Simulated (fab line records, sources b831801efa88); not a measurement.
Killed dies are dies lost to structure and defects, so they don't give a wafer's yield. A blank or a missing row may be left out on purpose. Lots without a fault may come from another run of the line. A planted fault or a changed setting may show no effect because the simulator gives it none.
fab line records | flow sky130
record lots=7 wafers=21 last_day=49
route steps=708 shown METAL5@680 PASSIVATION@681
lots that met no fault: from a run of the same line without faults
start_h: hours from the record's first day to the start of the lot's first wafer shown | wait_h: hours since the lot's step before | " the same as in the row above | L1.1+2: a row that stands for several wafers | - no value, or no start given | * or withheld: withheld | < > ~ a bound
route shown NAME@n: a module of which the file shows steps, and the number in the route of the first | usual: mean/standard deviation of fault-free wafers | same: alike in all rows | chamber/n: place in a boat | sites: the reading at each site | _std_site: their standard deviation | _edge_site: outer sites' mean less inner sites' | radius_mm: how far each site lies from the wafer's centre | mask NAME#n: copy n | behind: the tool/chamber that last shaped the wafer | hold: why the lot was held/for how many hours/how that ended | device: the transistor (n, p or np) that didn't switch | end of line: the same wafers' tests at the end of the route | a step without rows: its recipe alone | killed: dies lost to structure and defects at the first sort, not the wafer's yield | map: a wafer's dies, x killed, . not, _ none there
set.NAME: the setting as run; set.NAME@STEP: as run at that earlier step | model.NAME: the simulator's own value behind a step, which no gauge read
lots at some steps of the route; a table a step, a row a wafer
services: from which hour (start_h, from the record's first day; less than 0 if before it) a tool's chamber was out of use, for how many hours, and why
## steps
# step SKY_METAL5_CLEAN_19
# recipe chemistry=O3/DIW dry=n2_spin
# step SKY_PASSIVATION_CVD_00
# recipe material=SiO2 target_thk_nm=90 temp_c=400 time_s=withheld rf_w=600
# usual heater_power_w=637/67 susceptor_temp_C=400.00/0.22
# columns lot.wafer tool chamber start_h wait_h heater_power_w susceptor_temp_C
L925.1 pecvd-01 2 1058.40 0.0 654 400.04
L925.3 " 0 " " 596 399.73
L925.4 " 0 " " 622 399.66
L927.3 pecvd-04 2 1064.07 0.0 617 400.04
L927.4 " 1 " " 621 399.80
L927.5 " 2 " " 615 400.15
L926.3 pecvd-04 2 1067.47 0.0 600 399.94
L926.5 " 2 " " 605 399.65
L926.6 " 0 " " 712 400.11
L928.2 pecvd-03 2 1128.10 0.0 701 400.00
L928.3 " 2 " " 682 399.53
L928.5 " 2 " " 708 399.51
L936.2 pecvd-03 0 1131.67 0.0 627 399.99
L936.3 " 2 " " 727 399.92
L936.6 " 2 " " 719 400.15
L937.2 pecvd-04 1 1143.57 0.0 579 400.13
L937.4 " 2 " " 545 400.09
L937.6 " 1 " " 587 400.18
L939.2 pecvd-04 0 1147.72 0.0 730 400.15
L939.4 " 1 " " 596 399.94
L939.5 " 2 " " 503 399.46
# step SKY_PASSIVATION_THK_MEAS_01
# recipe reads=SiO2_of_PASSIVATION_CVD_00
# usual PASSIVATION_CVD_00_THK=89.7/1.2
# columns lot.wafer tool chamber start_h wait_h PASSIVATION_CVD_00_THK[nm]
L925.1 film_metro-01 - 1058.46 - 89.3
L925.3 " - " " 89.1
L925.4 " - " " 90.2
L927.3 film_metro-04 - 1064.11 - 90.3
L927.4 " - " " 90.5
L927.5 " - " " 89.9
L926.3 film_metro-04 - 1067.51 - 89.6
L926.5 " - " " 91.2
L926.6 " - " " 90.3
L928.2 film_metro-04 - 1128.14 - 86.2
L928.3 " - " " 89.4
L928.5 " - " " 88.4
L936.2 film_metro-01 - 1131.71 - 86.6
L936.3 " - " " 88.1
L936.6 " - " " 89.1
L937.2 film_metro-03 - 1143.61 - 91.0
L937.4 " - " " 90.3
L937.6 " - " " 90.8
L939.2 film_metro-03 - 1147.75 - 88.9
L939.4 " - " " 90.5
L939.5 " - " " 90.9
# step SKY_PASSIVATION_CVD_02
# recipe material=Si3N4 target_thk_nm=540 temp_c=400 time_s=withheld rf_w=450
# usual heater_power_w=682/71 susceptor_temp_C=400.03/0.23
# columns lot.wafer tool chamber start_h wait_h heater_power_w susceptor_temp_C
L925.1 pecvd-03 1 1058.52 0.1 649 400.04
L925.3 " 0 " " 678 399.86
L925.4 " 2 " " 632 400.08
L927.3 pecvd-01 0 1064.15 0.0 661 400.38
L927.4 " 1 " " 661 400.21
L927.5 " 0 " " 692 399.98
L926.3 pecvd-01 1 1067.66 0.1 767 400.15
L926.5 " 2 " " 560 400.08
L926.6 " 1 " " 634 400.04
L928.2 pecvd-01 1 1128.19 0.0 714 400.37
L928.3 " 0 " " 743 400.33
L928.5 " 0 " " 592 400.07
L936.2 pecvd-01 2 1131.76 0.0 679 399.74
L936.3 " 1 " " 705 399.93
L936.6 " 2 " " 690 400.29
L937.2 pecvd-01 1 1143.66 0.0 656 400.01
L937.4 " 0 " " 701 399.84
L937.6 " 2 " " 638 399.83
L939.2 pecvd-01 1 1147.80 0.0 758 400.32
L939.4 " 2 " " 569 400.33
L939.5 " 0 " " 654 400.60
# step SKY_PASSIVATION_THK_MEAS_03
# recipe reads=Si3N4_of_PASSIVATION_CVD_02
# usual PASSIVATION_CVD_02_THK=541/7.3
# columns lot.wafer tool chamber start_h wait_h PASSIVATION_CVD_02_THK[nm]
L925.1 film_metro-03 - 1058.75 - 533
L925.3 " - " " 538
L925.4 " - " " 550
L927.3 film_metro-01 - 1064.39 - 539
L927.4 " - " " 552
L927.5 " - " " 548
L926.3 film_metro-01 - 1067.91 - 547
L926.5 " - " " 536
L926.6 " - " " 550
L928.2 film_metro-03 - 1128.43 - 535
L928.3 " - " " 541
L928.5 " - " " 559
L936.2 film_metro-04 - 1132.00 - 530
L936.3 " - " " 534
L936.6 " - " " 541
L937.2 film_metro-01 - 1143.89 - 533
L937.4 " - " " 544
L937.6 " - " " 534
L939.2 film_metro-04 - 1148.04 - 533
L939.4 " - " " 534
L939.5 " - " " 544
# step SKY_PASSIVATION_DEHYDRATE_04
# recipe temp_c=200 time_s=60
# step SKY_PASSIVATION_HMDS_05
# recipe prime_time_s=60 prime_temp_c=120
# step SKY_PASSIVATION_COAT_06
# recipe spin_rpm=2000 resist_thk_nm=3000
# step SKY_PASSIVATION_SOFTBAKE_07
# recipe temp_c=110 time_s=withheld
# step SKY_PASSIVATION_EXPOSE_08
# recipe mask_id=NSM target_cd_nm=3000 na=0.57 dose_mj=260
# step SKY_PASSIVATION_PEB_09
# recipe temp_c=115 time_s=withheld
# step SKY_PASSIVATION_DEVELOP_10
# recipe develop_time_s=60 dev_temp_c=23
# step SKY_PASSIVATION_ETCH_11
# recipe chemistry=CF4/O2 target_depth_nm=725 stop_on=AlCu source_w=800 bias_w=150 pressure_mtorr=150 cf4_flow_sccm=80 O2_flow_sccm=10 time_s=161.1
# usual O2_flow_sccm=9.995/0.03 bias_w=150.0/0.45 drypump_motor_current_A=5.7/0.58 oes_product_au=0.978/0.0071 throttle_valve_pct=5.963/0.0088
# columns lot.wafer tool chamber start_h wait_h O2_flow_sccm bias_w drypump_motor_current_A oes_product_au rf_hours_counter_h throttle_valve_pct model.coat_of_PASSIVATION_COAT_06.thk_nm
L925.1 rie_diel-02 2 1078.65 - - - - - - - 2996
L925.3 " 1 " " - - - - - - 2991
L925.4 " 3 " " - - - - - - 2994
L927.3 rie_diel-03 0 1084.84 - - - - - - - 3002
L927.4 " 2 " " - - - - - - 2999
L927.5 " 0 " " - - - - - - 3000
L926.3 rie_diel-03 2 1087.86 - - - - - - - 2992
L926.5 " 0 " " - - - - - - 2985
L926.6 " 3 " " - - - - - - 2995
L928.2 rie_diel-02 1 1146.56 - 9.970 150.3 6.4 0.965 15 5.961 2509
L928.3 " 0 " " 10.062 150.9 4.8 0.978 19 5.951 2513
L928.5 " 1 " " 9.999 149.2 6.4 0.993 - 5.951 2521
L936.2 rie_diel-01 3 1150.06 - 9.996 150.4 5.8 0.969 20 5.960 2540
L936.3 " 0 " " 9.962 150.0 6.6 0.968 30 5.966 2540
L936.6 " 2 " " 9.978 149.5 5.7 0.973 - 5.972 2541
L937.2 rie_diel-01 2 1162.44 - 10.011 149.3 5.6 0.970 21 5.966 2518
L937.4 " 0 " " 9.990 150.6 6.6 0.989 - 5.972 2532
L937.6 " 2 " " 9.996 149.3 5.6 0.977 - 5.970 2522
L939.2 rie_diel-03 3 1166.61 - 9.955 149.7 5.2 0.972 24 5.950 2497
L939.4 " 1 " " 9.957 149.4 5.0 0.969 23 5.956 2509
L939.5 " 2 " " 10.012 150.3 4.8 0.981 - 5.969 2503
# step SKY_PASSIVATION_STRIP_12
# recipe chemistry=O2/N2 power_w=1400 pressure_mtorr=1500 platen_temp_c=withheld overash_fraction=0.7 o2_flow_sccm=3000 n2_flow_sccm=300
# usual drypump_motor_current_A=6.11/0.24 oes_product_au=0.661/0.0046 strip_time_to_endpoint_s=31.52/0.13
# columns lot.wafer tool chamber start_h wait_h drypump_motor_current_A oes_product_au rf_hours_counter_h strip_time_to_endpoint_s
L925.1 plasma_asher-02 0 1078.76 0.1 5.83 0.670 1 36.91
L925.3 " 1 " " 6.18 0.661 - 36.85
L925.4 " 0 " " 5.84 0.666 - 36.88
L927.3 plasma_asher-03 1 1084.98 0.1 6.37 0.671 - 36.99
L927.4 " 0 " " 5.64 0.655 - 36.96
L927.5 " 1 " " 6.37 0.660 - 36.97
L926.3 plasma_asher-02 0 1088.00 0.1 5.83 0.665 - 36.87
L926.5 " 1 " " 6.18 0.663 - 36.78
L926.6 " 0 " " 5.80 0.658 - 36.92
L928.2 plasma_asher-02 0 1146.66 0.1 5.83 0.657 8 31.44
L928.3 " 1 " " 6.15 0.663 - 31.47
L928.5 " 0 " " 5.84 0.660 - 31.57
L936.2 plasma_asher-01 1 1150.16 0.1 6.38 0.667 101 31.79
L936.3 " 1 " " 6.39 0.664 - 31.81
L936.6 " 1 " " 6.46 0.667 - 31.82
L937.2 plasma_asher-01 0 1162.54 0.1 6.26 0.658 102 31.55
L937.4 " 0 " " 6.26 0.665 - 31.71
L937.6 " 0 " " 6.27 0.665 - 31.58
L939.2 plasma_asher-02 1 1166.71 0.1 6.16 0.657 10 31.29
L939.4 " 0 " " 5.85 0.657 - 31.42
L939.5 " 1 " " 6.18 0.659 - 31.36
## services
# columns tool chamber start_h hours kind
plasma_asher-02 - 1034.49 0.6 repair
pecvd-01 - 1052.25 1.5 repair
rie_diel-03 2 1055.07 6.5 repair
plasma_asher-02 - 1055.25 9.0 pm
plasma_asher-02 0 1055.25 9.0 vent_cycle
plasma_asher-02 1 1055.25 9.0 vent_cycle
plasma_asher-02 - 1057.98 2.5 repair
pecvd-04 0 1062.33 3.4 repair
plasma_asher-02 0 1064.25 - clean
plasma_asher-02 1 1064.25 - clean
pecvd-01 0 1066.74 2.4 repair
pecvd-04 2 1071.01 5.0 scheduled_down
plasma_asher-01 - 1084.12 15.0 repair
pecvd-04 2 1092.60 2.1 scheduled_down
pecvd-01 2 1093.92 17.3 repair
plasma_asher-01 - 1099.07 2.8 pm
plasma_asher-01 - 1101.82 4.3 pm
rie_diel-03 - 1112.92 1.1 repair
pecvd-03 1 1127.97 5.5 scheduled_down
plasma_asher-01 - 1151.42 2.2 repair
pecvd-01 - 1156.52 2.8 pm
rie_diel-01 1 1160.49 9.6 repair
## key
first_sign step=SKY_PASSIVATION_ETCH_11 reading=tool_record direction=missing
effect step=SKY_PASSIVATION_STRIP_12 reading=strip_time_to_endpoint_s direction=up sigmas=40 usual=* struck=*
model_effect step=SKY_PASSIVATION_ETCH_11 value=coat_of_PASSIVATION_COAT_06.thk_nm without=2506 struck=2995
met_at SKY_PASSIVATION_ETCH_11
struck_wafers L925.1,L925.3,L925.4,L926.3,L926.5,L926.6,L927.3,L927.4,L927.5
later_rows_left_out L925.1,L925.3,L925.4,L926.3,L926.5,L926.6,L927.3,L927.4,L927.5
sort_left_out L925.1,L925.3,L925.4,L926.3,L926.5,L926.6,L927.3,L927.4,L927.5
fault kind=skipped_step_whole tool=rie_diel-02,rie_diel-03 chamber=- onset_h=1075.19 steps=SKY_PASSIVATION_ETCH_11 scope=struck_lots_only
# sort_left_out: the simulated sort isn't trusted on such a fault, so these wafers' sort isn't shown, and their yield isn't known
# later_rows_left_out: the simulator's readings of these wafers behind a module that went badly wrong aren't trusted and aren't shown, but for the sort
